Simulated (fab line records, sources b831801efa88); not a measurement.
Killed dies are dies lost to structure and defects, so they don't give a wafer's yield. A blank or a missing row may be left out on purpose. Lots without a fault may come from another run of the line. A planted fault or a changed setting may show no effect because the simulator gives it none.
fab line records | flow sky130
record lots=5 wafers=15 last_day=50
route steps=708 shown VIA1@471 METAL2@483 PAD_OPEN@708
lots that met no fault: from a run of the same line without faults
start_h: hours from the record's first day to the start of the lot's first wafer shown | wait_h: hours since the lot's step before | " the same as in the row above | L1.1+2: a row that stands for several wafers | - no value, or no start given | * or withheld: withheld | < > ~ a bound
route shown NAME@n: a module of which the file shows steps, and the number in the route of the first | usual: mean/standard deviation of fault-free wafers | same: alike in all rows | chamber/n: place in a boat | sites: the reading at each site | _std_site: their standard deviation | _edge_site: outer sites' mean less inner sites' | radius_mm: how far each site lies from the wafer's centre | mask NAME#n: copy n | behind: the tool/chamber that last shaped the wafer | hold: why the lot was held/for how many hours/how that ended | device: the transistor (n, p or np) that didn't switch | end of line: the same wafers' tests at the end of the route | a step without rows: its recipe alone | killed: dies lost to structure and defects at the first sort, not the wafer's yield | map: a wafer's dies, x killed, . not, _ none there
set.NAME: the setting as run; set.NAME@STEP: as run at that earlier step | model.NAME: the simulator's own value behind a step, which no gauge read
lots at some steps of the route; a table a step, a row a wafer
services: from which hour (start_h, from the record's first day; less than 0 if before it) a tool's chamber was out of use, for how many hours, and why
## steps
# step SKY_VIA1_OVL_MEAS_13
# usual VIA1_OVL=-5/5.4
# columns lot.wafer tool chamber start_h wait_h VIA1_OVL[nm]
L365.1 overlay-01 - 823.13 0.1 -8
L365.3 " - " " 1
L365.6 " - " " -7
L370.1 overlay-01 - 866.38 0.1 -18
L370.2 " - " " 3
L370.6 " - " " 4
L382.2 overlay-01 - 951.99 0.1 -8
L382.3 " - " " -2
L382.6 " - " " 1
L383.2 overlay-02 - 953.59 0.1 -8
L383.5 " - " " -4
L383.6 " - " " 2
L384.1 overlay-01 - 958.48 0.1 -1
L384.4 " - " " -3
L384.5 " - " " 3
# step SKY_VIA1_ETCH_14
# recipe chemistry=N2/H2 target=BARC ion_energy_ev=200 source_w=500 bias_w=100 pressure_mtorr=30 n2_flow_sccm=100 h2_flow_sccm=200 stop_on=SiO2 time_s=45.9 target_depth_a=600
# usual drypump_motor_current_A=5.6/0.43 oes_product_au=0.854/0.0043 throttle_valve_pct=13.224/0.009
# columns lot.wafer tool chamber start_h wait_h drypump_motor_current_A oes_product_au rf_hours_counter_h throttle_valve_pct
L365.1 rie_diel-02 1 823.17 0.0 5.9 0.862 3 13.227
L365.3 " 0 " " 5.9 0.853 5 13.220
L365.6 " 1 " " 5.9 0.849 - 13.234
L370.1 rie_diel-04 3 866.42 0.0 5.4 0.850 6 13.221
L370.2 " 0 " " 5.0 0.856 6 13.228
L370.6 " 3 " " 5.4 0.856 - 13.222
L382.2 rie_diel-01 1 952.02 0.0 6.3 0.856 22 13.222
L382.3 " 2 " " 5.3 0.852 14 13.233
L382.6 " 0 " " 6.0 0.847 - 13.222
L383.2 rie_diel-02 0 953.62 0.0 5.9 0.854 9 13.222
L383.5 " 2 " " 5.6 0.846 - 13.222
L383.6 " 1 " " 5.9 0.851 - 13.230
L384.1 rie_diel-04 0 958.52 0.0 5.0 0.849 8 13.235
L384.4 " 3 " " 5.5 0.851 9 13.213
L384.5 " 3 " " 5.4 0.861 - 13.222
# step SKY_VIA1_ETCH_15
# recipe target=SiO2 chemistry=C4F8/O2/Ar target_depth_nm=351 stop_on=TiN mask_material=KrF-thick source_w=1500 bias_w=1200 pressure_mtorr=40 c4f8_flow_sccm=withheld O2_flow_sccm=6 Ar_flow_sccm=300 time_s=54
# usual oes_product_au=0.981/0.0061
# columns lot.wafer tool chamber start_h wait_h oes_product_au rf_hours_counter_h
L365.1 rie_diel-02 1 823.21 0.0 0.988 3
L365.3 " 0 " " 0.981 5
L365.6 " 1 " " 0.983 -
L370.1 rie_diel-04 3 866.46 0.0 0.979 6
L370.2 " 0 " " 0.973 6
L370.6 " 3 " " 0.987 -
L382.2 rie_diel-01 1 952.06 0.0 0.988 22
L382.3 " 2 " " 0.994 14
L382.6 " 0 " " 0.972 -
L383.2 rie_diel-02 0 953.66 0.0 0.979 9
L383.5 " 2 " " 0.972 -
L383.6 " 1 " " 0.977 -
L384.1 rie_diel-04 0 958.56 0.0 0.984 8
L384.4 " 3 " " 0.980 9
L384.5 " 3 " " 0.989 -
# step SKY_VIA1_STRIP_16
# recipe chemistry=O2/N2 power_w=1400 pressure_mtorr=1500 platen_temp_c=withheld o2_flow_sccm=3000 n2_flow_sccm=300 overash_fraction=0.5
# step SKY_VIA1_STRIP_17
# recipe chemistry=post_etch_residue_remover time_s=1200 temp_c=72.5
# step SKY_VIA1_CLEAN_18
# recipe chemistry=IPA time_s=180 temp_c=25
# step SKY_VIA1_CLEAN_19
# recipe chemistry=O3/DIW dry=n2_spin
# step SKY_VIA1_SPUTTER_20
# recipe material=TiN target_thk_nm=20 chamber_pressure_pa=5 power_w=4000 time_s=80
# usual throttle_valve_pct=30.1/0.74
# columns lot.wafer tool chamber start_h wait_h throttle_valve_pct
L365.1 pvd_sputter-02 - 823.86 0.0 28.6
L365.3 " - " " 29.8
L365.6 " - " " 30.2
L370.1 pvd_sputter-03 - 867.54 0.0 30.3
L370.2 " - " " 29.9
L370.6 " - " " 31.3
L382.2 pvd_sputter-03 - 952.70 0.0 29.9
L382.3 " - " " 30.2
L382.6 " - " " 31.1
L383.2 pvd_sputter-02 - 954.31 0.0 28.5
L383.5 " - " " 30.3
L383.6 " - " " 30.4
L384.1 pvd_sputter-03 - 959.24 0.0 29.7
L384.4 " - " " 30.0
L384.5 " - " " 31.3
# step SKY_VIA1_CVD_21
# recipe material=W target_thk_nm=270 time_s=80.902 temp_c=400 pressure_torr=40
# usual heater_power_w=830/34
# columns lot.wafer tool chamber start_h wait_h heater_power_w
L365.1 cvd_w-01 0 823.92 0.0 902
L365.3 " 1 " " 859
L365.6 " 0 " " 869
L370.1 cvd_w-01 1 867.60 0.0 837
L370.2 " 0 " " 875
L370.6 " 0 " " 873
L382.2 cvd_w-02 0 952.76 0.0 821
L382.3 " 1 " " 786
L382.6 " 0 " " 830
L383.2 cvd_w-01 0 954.37 0.0 857
L383.5 " 1 " " 810
L383.6 " 0 " " 867
L384.1 cvd_w-01 0 959.30 0.0 898
L384.4 " 0 " " 865
L384.5 " 1 " " 804
# step SKY_VIA1_RS_MEAS_22
# recipe thk_meas_gauge=four-point-probe reads=W_of_VIA1_CVD_21+TiN_of_VIA1_SPUTTER_20
# usual VIA1_W_RS=0.422/0.0052
# columns lot.wafer tool chamber start_h wait_h VIA1_W_RS[ohm/sq]
L365.1 film_metro-04 - 824.01 0.1 0.417
L365.3 " - " " 0.425
L365.6 " - " " 0.414
L370.1 film_metro-01 - 867.69 0.1 0.428
L370.2 " - " " 0.423
L370.6 " - " " 0.419
L382.2 film_metro-04 - 952.87 0.1 0.420
L382.3 " - " " 0.415
L382.6 " - " " 0.422
L383.2 film_metro-04 - 954.48 0.1 0.417
L383.5 " - " " 0.424
L383.6 " - " " 0.413
L384.1 film_metro-04 - 959.39 0.1 0.418
L384.4 " - " " 0.420
L384.5 " - " " 0.425
# step SKY_VIA1_THK_MEAS_23
# recipe thk_meas_gauge=xrf reads=W_of_VIA1_CVD_21
# usual VIA1_W_THK=279/3.2
# columns lot.wafer tool chamber start_h wait_h VIA1_W_THK[nm]
L365.1 film_metro-04 - 824.13 0.1 281
L365.3 " - " " 274
L365.6 " - " " 284
L370.1 film_metro-01 - 867.81 0.1 277
L370.2 " - " " 280
L370.6 " - " " 283
L382.2 film_metro-04 - 952.98 0.1 279
L382.3 " - " " 282
L382.6 " - " " 276
L383.2 film_metro-04 - 954.59 0.1 280
L383.5 " - " " 276
L383.6 " - " " 285
L384.1 film_metro-04 - 959.51 0.1 281
L384.4 " - " " 278
L384.5 " - " " 275
# step SKY_VIA1_CMP_24
# recipe stop_on=SiO2 t_overpolish_s=15 down_force_psi=3.5 platen_rpm=60 target_thk_nm=0 pad_velocity_m_s=0.94248
# step SKY_METAL2_SPUTTER_00
# recipe material=Ti target_thk_nm=15 power_w=3000 time_s=10 chamber_pressure_pa=0.4
# usual throttle_valve_pct=30.2/0.91
# columns lot.wafer tool chamber start_h wait_h throttle_valve_pct model.Ti_of_METAL2_SPUTTER_00.thk_nm
L365.1 pvd_sputter-03 - 824.49 0.1 31.3 14.77
L365.3 " - " " 30.1 14.95
L365.6 " - " " 29.6 14.65
L370.1 pvd_sputter-01 - 868.17 0.1 28.7 14.83
L370.2 " - " " 31.5 14.91
L370.6 " - " " 29.1 14.59
L382.2 pvd_sputter-01 - 953.33 0.1 29.3 19.78
L382.3 " - " " 31.1 15.12
L382.6 " - " " 28.7 14.95
L383.2 pvd_sputter-04 - 954.94 0.2 31.5 14.64
L383.5 " - " " 30.2 14.69
L383.6 " - " " 30.2 14.69
L384.1 pvd_sputter-03 - 959.87 0.2 30.4 14.99
L384.4 " - " " 31.2 15.08
L384.5 " - " " 31.5 15.1
# step SKY_METAL2_SPUTTER_01
# recipe material=TiN target_thk_nm=20 power_w=6500 time_s=16.7 chamber_pressure_pa=0.4
# usual throttle_valve_pct=30.2/0.93
# columns lot.wafer tool chamber start_h wait_h throttle_valve_pct
L365.1 pvd_sputter-03 - 824.52 0.0 31.6
L365.3 " - " " 30.5
L365.6 " - " " 30.0
L370.1 pvd_sputter-01 - 868.19 0.0 28.3
L370.2 " - " " 31.4
L370.6 " - " " 29.0
L382.2 pvd_sputter-01 - 953.36 0.0 29.0
L382.3 " - " " 31.5
L382.6 " - " " 28.4
L383.2 pvd_sputter-04 - 954.96 0.0 31.4
L383.5 " - " " 30.4
L383.6 " - " " 30.3
L384.1 pvd_sputter-03 - 959.89 0.0 30.3
L384.4 " - " " 31.2
L384.5 " - " " 31.4
# step SKY_PAD_OPEN_PROBE_99
# usual defect_limited_yield=82.6/2.1 killed_at_M0_to_M3=42/7.6 killed_at_M4_up=3.4/2 killed_at_contacts=24/5.9 killed_at_front_end=16/4.5 killed_at_other=0.4/0.58 killed_dies=86/10 killed_open=47/7.6 killed_short=39/6.7 sort_bin_3_pad_short=0.9/0.42 sort_bin_5_function=10.3/1.7 sort_bin_6_memory=6.2/1.2 sort_n_pass=406/10 sort_yield_pct=82.6/2.1
# same gross_dies=492 killed_at_back_side=0 sort_bin_4_leakage[%]=0 sort_bin_8_speed[%]=0
# columns lot.wafer tool chamber start_h wait_h defect_limited_yield[%] killed_at_M0_to_M3 killed_at_M4_up killed_at_contacts killed_at_front_end killed_at_other killed_dies killed_open killed_short sort_bin_3_pad_short[%] sort_bin_5_function[%] sort_bin_6_memory[%] sort_n_pass sort_yield_pct[%]
L365.1 prober-02 - 1102.68 0.1 84.6 41 2 16 17 0 76 46 29 0.4 9.1 5.9 416 84.6
L365.3 prober-02 - 1102.78 0.2 79.3 57 4 30 11 0 102 47 55 2.0 12.4 6.3 390 79.3
L365.6 prober-02 - 1102.93 0.2 85.4 33 0 23 16 0 72 43 29 0.4 7.5 6.7 420 85.4
L382.2 prober-02 - 1193.63 0.1 82.1 48 0 28 12 0 88 47 41 0.4 11.8 5.7 404 82.1
L382.3 prober-02 - 1193.68 0.2 81.9 51 5 17 16 0 89 44 45 1.0 10.4 6.7 403 81.9
L382.6 prober-02 - 1193.83 0.2 81.9 40 5 22 22 0 89 49 40 0.6 11.8 5.7 403 81.9
L383.2 prober-02 - 1195.68 0.1 87.4 26 4 14 17 1 62 31 31 1.0 7.1 4.5 430 87.4
L383.5 prober-02 - 1195.83 0.2 81.3 48 2 31 10 1 92 50 41 0.8 12.2 5.7 400 81.3
L383.6 prober-02 - 1195.88 0.2 83.5 30 6 32 13 0 81 42 39 1.4 8.5 6.5 411 83.5
L384.1 prober-02 - 1200.87 1.9 84.1 50 1 17 10 0 78 42 36 0.6 9.1 6.1 414 84.1
L384.4 prober-02 - 1201.02 2.0 81.3 33 5 40 14 0 92 48 44 0.6 10.6 7.5 400 81.3
L384.5 prober-02 - 1201.07 2.1 84.8 42 1 19 13 0 75 45 30 0.6 8.7 5.9 417 84.8
# killed by level:class
L365.1 VIA1:geometric_particle:open=10 VIA2:geometric_particle:open=7 VIA3:geometric_particle:open=6 CONTACT:geometric_particle:open=5 METAL2:geometric_particle:short=5 LI_CONTACT:geometric_particle:open=4 METAL1:geometric_particle:short=4 FIELD_ISO:geometric_particle:short=3
L365.3 VIA1:geometric_particle:open=17 VIA1:geometric_particle:short=10 LI_CONTACT:geometric_particle:short=7 LOCAL_INTERCONNECT:geometric_particle:short=7 CONTACT:geometric_particle:short=6 VIA2:geometric_particle:open=6 VIA3:geometric_particle:open=5 FIELD_ISO:geometric_particle:short=4
L365.6 CONTACT:geometric_particle:open=10 VIA1:geometric_particle:open=10 FIELD_ISO:geometric_particle:open=6 LI_CONTACT:geometric_particle:open=6 FIELD_ISO:geometric_particle:short=5 METAL2:geometric_particle:short=5 VIA3:geometric_particle:open=5 LOCAL_INTERCONNECT:geometric_particle:short=4
L382.2 LI_CONTACT:geometric_particle:open=12 VIA1:geometric_particle:open=11 METAL1:geometric_particle:short=11 VIA3:geometric_particle:open=8 LOCAL_INTERCONNECT:geometric_particle:short=5 VIA1:geometric_particle:short=5 FIELD_ISO:geometric_particle:open=4 POLY_GATE:geometric_particle:short=4
L382.3 CONTACT:geometric_particle:open=11 VIA1:geometric_particle:open=10 VIA3:geometric_particle:open=9 FIELD_ISO:geometric_particle:short=7 METAL1:geometric_particle:short=7 METAL2:geometric_particle:short=7 VIA1:geometric_particle:short=4 VIA3:geometric_particle:short=4
L382.6 VIA1:geometric_particle:open=11 LI_CONTACT:geometric_particle:open=10 METAL1:geometric_particle:short=9 FIELD_ISO:geometric_particle:short=7 VIA3:geometric_particle:open=7 CONTACT:geometric_particle:open=6 METAL2:geometric_particle:short=6 POLY_GATE:geometric_particle:open=5
L383.2 LI_CONTACT:geometric_particle:open=8 METAL1:geometric_particle:short=5 FIELD_ISO:geometric_particle:short=4 POLY_GATE:geometric_particle:short=4 POLY_GATE:geometric_particle:open=4 VIA3:geometric_particle:open=4 METAL4:geometric_particle:short=4 CONTACT:geometric_particle:open=3
L383.5 VIA3:geometric_particle:open=10 CONTACT:geometric_particle:open=9 LI_CONTACT:geometric_particle:open=8 METAL1:geometric_particle:short=8 VIA1:geometric_particle:open=7 CONTACT:geometric_particle:short=6 LOCAL_INTERCONNECT:geometric_particle:short=6 VIA2:geometric_particle:open=5
L383.6 CONTACT:geometric_particle:short=9 LI_CONTACT:geometric_particle:open=8 POLY_GATE:geometric_particle:open=7 CONTACT:geometric_particle:open=7 VIA3:geometric_particle:open=6 LOCAL_INTERCONNECT:geometric_particle:short=6 METAL1:geometric_particle:short=6 METAL4:geometric_particle:short=4
L384.1 VIA3:geometric_particle:open=9 CONTACT:geometric_particle:open=9 VIA1:geometric_particle:open=8 METAL2:geometric_particle:short=7 VIA2:geometric_particle:short=5 LOCAL_INTERCONNECT:geometric_particle:short=4 VIA1:geometric_particle:short=4 METAL1:geometric_particle:short=4
L384.4 CONTACT:geometric_particle:open=16 LOCAL_INTERCONNECT:geometric_particle:short=8 VIA1:geometric_particle:open=8 FIELD_ISO:geometric_particle:short=7 CONTACT:geometric_particle:short=6 LI_CONTACT:geometric_particle:open=5 VIA2:geometric_particle:open=5 METAL4:geometric_particle:short=4
L384.5 VIA1:geometric_particle:open=11 CONTACT:geometric_particle:open=10 VIA3:geometric_particle:open=8 VIA2:geometric_particle:open=6 METAL3:geometric_particle:short=5 LI_CONTACT:geometric_particle:open=4 VIA1:geometric_particle:short=4 FIELD_ISO:geometric_particle:open=3
## services
# columns tool chamber start_h hours kind
rie_diel-02 3 810.92 4.6 repair
rie_diel-02 - 817.94 2.8 pm
rie_diel-04 0 821.91 5.6 repair
rie_diel-02 3 831.85 5.9 repair
rie_diel-01 - 832.60 1.2 repair
pvd_sputter-01 - 840.20 2.1 repair
pvd_sputter-02 - 840.35 2.9 repair
rie_diel-01 3 842.05 5.9 repair
rie_diel-01 1 846.89 4.7 repair
cvd_w-02 0 847.85 3.0 repair
cvd_w-02 - 849.37 1.4 repair
rie_diel-04 1 849.97 6.1 repair
cvd_w-01 - 853.42 2.8 pm
cvd_w-02 - 857.63 0.6 repair
rie_diel-02 2 884.86 2.3 repair
pvd_sputter-03 - 888.76 3.9 repair
rie_diel-01 - 895.57 0.1 repair
cvd_w-01 - 904.00 14.0 pm
rie_diel-01 0 920.33 3.3 repair
cvd_w-01 1 924.39 6.7 repair
rie_diel-04 3 926.95 2.6 repair
pvd_sputter-01 - 932.96 5.0 repair
rie_diel-02 1 938.01 9.5 repair
pvd_sputter-01 - 941.20 2.6 repair
## key
first_sign none at tools or gauges
model_effect step=SKY_METAL2_SPUTTER_00 value=Ti_of_METAL2_SPUTTER_00.thk_nm without=14.91 struck=19.78
met_at SKY_METAL2_SPUTTER_00
struck_wafers L382.2
onset_between 868.17 953.33
fault kind=process_parameter_drift tool=pvd_sputter-01 chamber=- onset_h=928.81 steps=SKY_METAL2_SPUTTER_00 channel=target_thk_nm offset=4.8641 shape=step end_h=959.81 acts_in=these_recipes_only stated=15 scope=struck_wafers_only
